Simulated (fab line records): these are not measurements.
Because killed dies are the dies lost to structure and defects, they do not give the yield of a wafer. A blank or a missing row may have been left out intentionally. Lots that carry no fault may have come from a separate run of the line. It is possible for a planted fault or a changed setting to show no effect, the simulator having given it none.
The tool behind it: which one? | flow sky130 | 14 lots, 42 wafers sampled, at 6 steps of a route of 708

== WHAT EACH GAUGE READ, for each wafer ==
SKY_VT_ADJUST_NCORE_CD_MEAS_07: the cd target is 380 nm. Usual: cd nm at 379.7 nm, with a standard deviation of 2.7.
lot  | measured     | on        | cd nm (nm)        | flag
L329 | day 8 05:55  | cd sem-02 | 379.6 379.4 380.2 |
L330 | day 8 13:59  | cd sem-02 | 379.9 379.0 378.1 |
L332 | day 9 07:31  | cd sem-02 | 379.6 375.5 374.8 |
L334 | day 10 01:05 | cd sem-02 | 381.6 378.7 378.8 |
L337 | day 10 14:41 | cd sem-01 | 376.6 377.9 377.5 |
L339 | day 11 09:51 | cd sem-01 | 378.1 383.7 379.7 |
L338 | day 11 10:46 | cd sem-02 | 382.3 383.8 383.0 |
L340 | day 11 16:23 | cd sem-02 | 381.8 381.6 382.4 |
L341 | day 11 22:32 | cd sem-02 | 378.2 376.7 378.9 |
L342 | day 12 03:23 | cd sem-01 | 376.1 375.7 377.0 |
L343 | day 12 11:04 | cd sem-02 | 382.0 386.0 384.0 |
L344 | day 13 02:08 | cd sem-02 | 382.3 379.2 384.5 |
L352 | day 15 09:38 | cd sem-02 | 376.2 376.9 378.2 |
L351 | day 15 11:17 | cd sem-01 | 378.2 379.0 374.5 |

SKY_LDD_P_OVL_MEAS_08. Usual: LDD_P_OVL gives 0.6 nm (standard deviation 1.2).
lot  | measured     | on         | LDD_P_OVL (nm) | flag
L329 | day 18 12:55 | overlay-01 | 2.8 0.3 0.6    |
L330 | day 18 22:05 | overlay-01 | 3.5 4.5 2.7    |
L332 | day 20 03:56 | overlay-01 | 0.4 0.9 2.2    |
L334 | day 21 02:16 | overlay-01 | -0.3 0.2 -0.2  |
L337 | day 21 19:05 | overlay-01 | 1.0 -1.4 -1.5  |
L339 | day 22 19:24 | overlay-01 | -0.4 1.4 1.3   |
L338 | day 22 17:52 | overlay-01 | 2.3 0.9 1.9    |
L340 | day 23 02:29 | overlay-01 | 1.2 1.2 1.0    |
L341 | day 23 10:03 | overlay-02 | -0.9 1.0 -0.1  |
L342 | day 23 09:28 | overlay-02 | 0.5 1.8 1.1    |
L343 | day 24 02:23 | overlay-01 | -0.2 0.4 0.1   |
L344 | day 24 17:56 | overlay-02 | 0.8 -1.7 -0.1  |
L352 | day 27 04:02 | overlay-02 | 0.8 1.2 0.2    |
L351 | day 27 05:17 | overlay-02 | 1.3 2.1 1.5    |

SKY_LDD_HVP_TW_MEAS_10. Usual: LDD_HVP_TW gives 457 (standard deviation 5.2).
lot  | measured     | on            | LDD_HVP_TW  | flag
L329 | day 21 02:54 | film metro-01 | 457 456 458 |
L330 | day 21 12:55 | film metro-04 | 450 451 451 |
L332 | day 22 17:19 | film metro-01 | 458 457 457 |
L334 | day 23 15:27 | film metro-01 | 460 456 459 |
L337 | day 24 06:55 | film metro-02 | 463 462 465 |
L339 | day 25 06:37 | film metro-02 | 462 462 463 |
L338 | day 25 05:41 | film metro-04 | 451 454 453 |
L340 | day 25 14:52 | film metro-02 | 464 463 461 |
L341 | day 26 04:16 | film metro-01 | 455 456 455 |
L342 | day 26 03:57 | film metro-01 | 456 454 458 |
L343 | day 26 12:49 | film metro-02 | 30 30 30    | OFF
L344 | day 27 03:18 | film metro-04 | 30 30 30    | OFF
L352 | day 29 12:52 | film metro-02 | 466 467 467 |
L351 | day 29 14:21 | film metro-04 | 452 451 453 |

SKY_SD_P_OVL_MEAS_08. Usual: SD_P_OVL gives -0.6 nm (standard deviation 1.2).
lot  | measured     | on         | SD_P_OVL (nm)  | flag
L329 | day 25 01:08 | overlay-02 | -1.3 -0.8 0.2  |
L330 | day 25 08:04 | overlay-02 | -0.2 1.0 -0.6  |
L332 | day 26 10:57 | overlay-02 | -1.0 1.5 2.7   |
L334 | day 27 07:27 | overlay-01 | -0.3 -0.3 0.6  |
L337 | day 27 23:20 | overlay-01 | 0.9 1.3 0.5    |
L339 | day 28 23:46 | overlay-02 | -2.1 0.0 -1.7  |
L338 | day 28 21:07 | overlay-02 | 0.4 -2.2 -1.0  |
L340 | day 29 06:37 | overlay-02 | -0.5 -1.7 -2.3 |
L341 | day 29 23:30 | overlay-02 | 1.9 0.0 1.9    |
L342 | day 29 18:29 | overlay-01 | -1.9 -2.0 -2.2 |
L343 | day 30 02:17 | overlay-02 | -0.6 1.5 -0.5  |
L344 | day 30 16:04 | overlay-01 | -0.8 0.6 -0.9  |
L352 | day 32 22:39 | overlay-02 | 0.1 -0.8 -1.3  |
L351 | day 33 02:16 | overlay-02 | 0.0 -1.4 -0.5  |

== EACH LOT AND THE TOOL THAT RAN IT (in order: tool; ch and the chambers of the sampled wafers; start) ==
lot  | SKY_LDD_HVN_STRIP_09                 | SKY_LDD_HVP_STRIP_09
L329 | plasma asher-03 ch 0, day 19 20:28   | plasma asher-03 ch 0,1, day 21 02:48
L330 | plasma asher-04 ch 0,1, day 20 05:58 | plasma asher-03 ch 0,1, day 21 12:49
L332 | plasma asher-04 ch 0,1, day 21 10:04 | plasma asher-03 ch 0,1, day 22 17:13
L334 | plasma asher-02 ch 0,1, day 22 09:19 | plasma asher-03 ch 0,1, day 23 15:21
L337 | plasma asher-04 ch 0,1, day 23 02:04 | plasma asher-04 ch 0,1, day 24 06:49
L339 | plasma asher-04 ch 0,1, day 24 01:28 | plasma asher-03 ch 0,1, day 25 06:31
L338 | plasma asher-03 ch 0,1, day 24 00:05 | plasma asher-01 ch 0,1, day 25 05:36
L340 | plasma asher-03 ch 0,1, day 24 08:55 | plasma asher-01 ch 0,1, day 25 14:46
L341 | plasma asher-02 ch 0,1, day 24 23:13 | plasma asher-01 ch 0,1, day 26 04:09
L342 | plasma asher-04 ch 0,1, day 24 22:55 | plasma asher-04 ch 0,1, day 26 03:51
L343 | plasma asher-02 ch 0,1, day 25 07:49 | plasma asher-03 ch 0,1, day 26 12:43
L344 | plasma asher-04 ch 0,1, day 25 22:52 | plasma asher-03 ch 0,1, day 27 03:12
L352 | plasma asher-04 ch 0,1, day 28 08:46 | plasma asher-04 ch 0,1, day 29 12:46
L351 | plasma asher-04 ch 0,1, day 28 09:55 | plasma asher-03 ch 0,1, day 29 14:15
- SKY_LDD_HVN_STRIP_09: strips in O2/N2.
- SKY_LDD_HVP_STRIP_09: strips in O2/N2.

== AS READ BY THE TOOLS THEMSELVES (means over the sampled wafers that have a number; for cases with no such wafer, the mark the record gives instead) ==
SKY_LDD_HVN_STRIP_09. Usual: chamber pressure mTorr 1500.1 mTorr, standard deviation 1.4; drypump motor current A 5.68 A, standard deviation 0.28; oes product au 0.409 a.u., standard deviation 0.0044; strip time to endpoint s 4.140 s, standard deviation 0.014.
lot  | tool            | chamber pressure mTorr (mTorr) | drypump motor current A (A) | oes product au (a.u.) | strip time to endpoint s (s) | flag
L329 | plasma asher-03 | 1499.5                         | 5.90                        | 0.406                 | 4.149                        |
L330 | plasma asher-04 | 1501.8                         | 5.36                        | 0.410                 | 4.134                        |
L332 | plasma asher-04 | 1500.5                         | 5.37                        | 0.413                 | 4.163                        |
L334 | plasma asher-02 | 1500.0                         | 5.98                        | 0.404                 | 4.138                        |
L337 | plasma asher-04 | 1499.7                         | 5.42                        | 0.408                 | 4.127                        |
L339 | plasma asher-04 | 1499.4                         | 5.44                        | 0.412                 | 4.146                        |
L338 | plasma asher-03 | 1500.9                         | 5.78                        | 0.409                 | 4.137                        |
L340 | plasma asher-03 | 1501.5                         | 5.85                        | 0.412                 | 4.141                        |
L341 | plasma asher-02 | 1500.2                         | 6.01                        | 0.402                 | 4.135                        |
L342 | plasma asher-04 | 1500.1                         | 5.38                        | 0.409                 | 4.120                        |
L343 | plasma asher-02 | -                              | -                           | -                     | -                            | OFF
L344 | plasma asher-04 | -                              | -                           | -                     | -                            | OFF
L352 | plasma asher-04 | 1501.2                         | 5.35                        | 0.409                 | 4.136                        |
L351 | plasma asher-04 | 1500.2                         | 5.45                        | 0.406                 | 4.141                        |

SKY_LDD_HVP_STRIP_09. Usual: chamber pressure mTorr 1499.9 mTorr, standard deviation 1.4; drypump motor current A 5.57 A, standard deviation 0.3; oes product au 0.408 a.u., standard deviation 0.0045; strip time to endpoint s 4.135 s, standard deviation 0.014.
lot  | tool            | chamber pressure mTorr (mTorr) | drypump motor current A (A) | oes product au (a.u.) | strip time to endpoint s (s) | flag
L329 | plasma asher-03 | 1500.1                         | 5.77                        | 0.410                 | 4.138                        |
L330 | plasma asher-03 | 1500.3                         | 5.80                        | 0.410                 | 4.143                        |
L332 | plasma asher-03 | 1500.5                         | 5.83                        | 0.403                 | 4.134                        |
L334 | plasma asher-03 | 1500.0                         | 5.82                        | 0.411                 | 4.146                        |
L337 | plasma asher-04 | 1499.3                         | 5.36                        | 0.407                 | 4.140                        |
L339 | plasma asher-03 | 1500.7                         | 5.82                        | 0.410                 | 4.143                        |
L338 | plasma asher-01 | 1501.1                         | 5.37                        | 0.401                 | 4.136                        |
L340 | plasma asher-01 | 1498.6                         | 5.39                        | 0.407                 | 4.144                        |
L341 | plasma asher-01 | 1500.0                         | 5.37                        | 0.407                 | 4.141                        |
L342 | plasma asher-04 | 1498.6                         | 5.36                        | 0.411                 | 4.132                        |
L343 | plasma asher-03 | 1499.6                         | 5.82                        | 0.606                 | 8.957                        | OFF
L344 | plasma asher-03 | 1498.2                         | 5.83                        | 0.605                 | 8.945                        | OFF
L352 | plasma asher-04 | 1501.4                         | 5.46                        | 0.409                 | 4.150                        |
L351 | plasma asher-03 | 1499.2                         | 5.82                        | 0.409                 | 4.119                        |

== THE ANSWER, worked out from the rows above alone ==
Rule: lot off if the mean of its wafers having a number is beyond 3 standard deviations from the usual mean. Also off: a lot with no number at a reading for which 4 or more lots have one. Any other lot the step has rows for is counted as sound. Order of review: gauges by route order, followed by the tools' own readings, for which a lot's mean as printed above is used. At the first step where some lot is off, the reading lying furthest off is the one used; lots without a number count as furthest.
Off: L343, L344, seen at SKY_LDD_HVP_TW_MEAS_10 (LDD_HVP_TW).
If a tool, at a process step before that reading, ran all the lots that are off and no sound lot after the first of them, it fits. The gauges at SKY_LDD_HVP_TW_MEAS_10 aren't tried: what is off there is off at SKY_LDD_HVN_STRIP_09 too, on other tools, and a gauge's error can't cause that. No candidate that was tried fits.

== WHAT WAS PUT IN BY THE SIMULATOR ==
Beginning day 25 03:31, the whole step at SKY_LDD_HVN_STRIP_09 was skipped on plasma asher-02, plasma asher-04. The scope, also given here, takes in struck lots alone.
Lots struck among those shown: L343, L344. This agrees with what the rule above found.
